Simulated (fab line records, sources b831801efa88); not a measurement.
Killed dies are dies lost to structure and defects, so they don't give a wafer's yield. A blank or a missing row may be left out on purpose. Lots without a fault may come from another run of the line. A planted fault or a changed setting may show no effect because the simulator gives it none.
Which tool did it? | flow gf180mcu | 14 lots, 42 wafers sampled, at 3 steps of a route of 602

WHAT THE GAUGES READ, wafer by wafer
GF_VT_IMPLANT_RS_MEAS_46: measures by four-point-probe.
lot  | measured     | on            | MVSD_RS (ohm/sq)
L600 | day 7 14:12  | film_metro-02 | 455.8 457.1 456.7
L601 | day 7 20:26  | film_metro-02 | 460.3 459.4 458.5
L602 | day 7 22:38  | film_metro-02 | 456.9 455.9 455.8
L606 | day 9 03:29  | film_metro-03 | 457.0 457.1 456.2
L607 | day 9 10:55  | film_metro-04 | 457.8 457.6 458.3
L608 | day 9 18:09  | film_metro-03 | 457.0 457.8 458.1
L610 | day 10 10:25 | film_metro-04 | 458.3 457.5 458.0
L611 | day 10 15:55 | film_metro-04 | 457.9 457.4 457.9
L616 | day 12 02:41 | film_metro-04 | 457.1 458.0 458.7
L618 | day 12 13:40 | film_metro-04 | 456.0 457.6 457.0
L619 | day 12 21:06 | film_metro-04 | 457.2 457.6 456.8
L620 | day 13 04:58 | film_metro-04 | 456.7 455.3 454.8
L621 | day 13 10:05 | film_metro-02 | 459.9 458.0 457.6
L623 | day 14 01:05 | film_metro-02 | 456.5 456.9 455.8

WHICH TOOL RAN EACH LOT (tool, then ch and the chambers of the sampled wafers, then the start)
lot  | GF_VT_IMPLANT_IMPLANT_30        | GF_VT_IMPLANT_RTA_45
L600 | implanter-04 ch 0, day 6 22:09  | rtp_anneal-02 ch 0, day 7 14:05
L601 | implanter-01 ch 0, day 7 03:59  | rtp_anneal-01 ch 0, day 7 20:20
L602 | implanter-04 ch 0, day 7 06:17  | rtp_anneal-01 ch 0, day 7 22:32
L606 | implanter-01 ch 0, day 8 10:23  | rtp_anneal-02 ch 0, day 9 03:17
L607 | implanter-01 ch 0, day 8 17:22  | rtp_anneal-02 ch 0, day 9 10:49
L608 | implanter-01 ch 0, day 8 23:41  | rtp_anneal-01 ch 0, day 9 18:03
L610 | implanter-01 ch 0, day 9 15:47  | rtp_anneal-01 ch 0, day 10 10:18
L611 | implanter-04 ch 0, day 9 21:24  | rtp_anneal-01 ch 0, day 10 15:49
L616 | implanter-03 ch 0, day 11 07:40 | rtp_anneal-01 ch 0, day 12 02:35
L618 | implanter-04 ch 0, day 11 18:03 | rtp_anneal-02 ch 0, day 12 13:34
L619 | implanter-01 ch 0, day 12 01:03 | rtp_anneal-02 ch 0, day 12 20:59
L620 | implanter-03 ch 0, day 12 09:21 | rtp_anneal-02 ch 0, day 13 04:52
L621 | implanter-01 ch 0, day 12 13:49 | rtp_anneal-01 ch 0, day 13 09:59
L623 | implanter-01 ch 0, day 13 04:15 | rtp_anneal-01 ch 0, day 14 00:59
- GF_VT_IMPLANT_IMPLANT_30
- GF_VT_IMPLANT_RTA_45: time 30 s.

WHAT THE TOOLS THEMSELVES READ (means of the sampled wafers that have a number; where no wafer has one, the mark that the record gives instead)
GF_VT_IMPLANT_IMPLANT_30.
lot  | tool         | beam_on_s (s) | tilt_deg (degrees)
L600 | implanter-04 | 9.80          | 7.009
L601 | implanter-01 | 10.23         | 6.996
L602 | implanter-04 | 10.06         | 7.006
L606 | implanter-01 | 9.93          | 6.994
L607 | implanter-01 | 9.86          | 6.976
L608 | implanter-01 | 10.06         | 6.316
L610 | implanter-01 | 9.95          | 6.285
L611 | implanter-04 | 10.08         | 6.997
L616 | implanter-03 | 9.93          | 7.007
L618 | implanter-04 | 9.92          | 6.987
L619 | implanter-01 | 10.07         | 7.005
L620 | implanter-03 | 9.95          | 6.976
L621 | implanter-01 | 10.07         | 7.015
L623 | implanter-01 | 10.09         | 7.005

GF_VT_IMPLANT_RTA_45.
lot  | tool          | chamber_o2_ppm | lamp_power_pct (%) | wafer_temp_C_max
L600 | rtp_anneal-02 | 2.002          | 32.1               | 1060.2
L601 | rtp_anneal-01 | 1.980          | 34.5               | 1056.7
L602 | rtp_anneal-01 | 2.015          | 34.5               | 1056.9
L606 | rtp_anneal-02 | 2.018          | 32.1               | 1058.8
L607 | rtp_anneal-02 | 2.011          | 32.1               | 1058.0
L608 | rtp_anneal-01 | 1.996          | 34.5               | 1057.5
L610 | rtp_anneal-01 | 1.993          | 34.5               | 1055.4
L611 | rtp_anneal-01 | 1.993          | 34.4               | 1056.0
L616 | rtp_anneal-01 | 2.022          | 34.5               | 1055.7
L618 | rtp_anneal-02 | 2.002          | 32.1               | 1059.3
L619 | rtp_anneal-02 | 2.032          | 32.1               | 1060.5
L620 | rtp_anneal-02 | 1.970          | 32.1               | 1058.4
L621 | rtp_anneal-01 | 2.003          | 34.5               | 1057.0
L623 | rtp_anneal-01 | 2.002          | 34.4               | 1056.7

THE ANSWER, worked out from the rows above alone
Rule: what is usual is taken from the lots themselves. Put in order of their means at a reading, lots are off if they are a third of the lots or fewer, leave a main group of 4 or more, and stand apart from it by a gap of 3 or more times the standard deviation of the main group's means; of several such gaps the widest counts. A main group whose means are all the same, to the digits that the tables above print for the reading, isn't used. A lot without any number at a reading at which 4 lots or more have one is off too. The other lots that the step has rows for count as sound. The gauges are gone through in route order, then the tools' own readings, and for those a lot's mean is taken as printed above. The first step at which some lot is off is used, and at that step the reading that is off furthest; a lot without a number counts as furthest.
Off: L608, L610, at GF_VT_IMPLANT_IMPLANT_30 (tilt_deg). The main group: mean 6.998 degrees, standard deviation 0.012.
A tool fits if, at that step or a process step before it, it ran every lot that is off, and no sound lot after the first of them. None of those tried fits.

WHAT THE SIMULATOR HAD PUT IN
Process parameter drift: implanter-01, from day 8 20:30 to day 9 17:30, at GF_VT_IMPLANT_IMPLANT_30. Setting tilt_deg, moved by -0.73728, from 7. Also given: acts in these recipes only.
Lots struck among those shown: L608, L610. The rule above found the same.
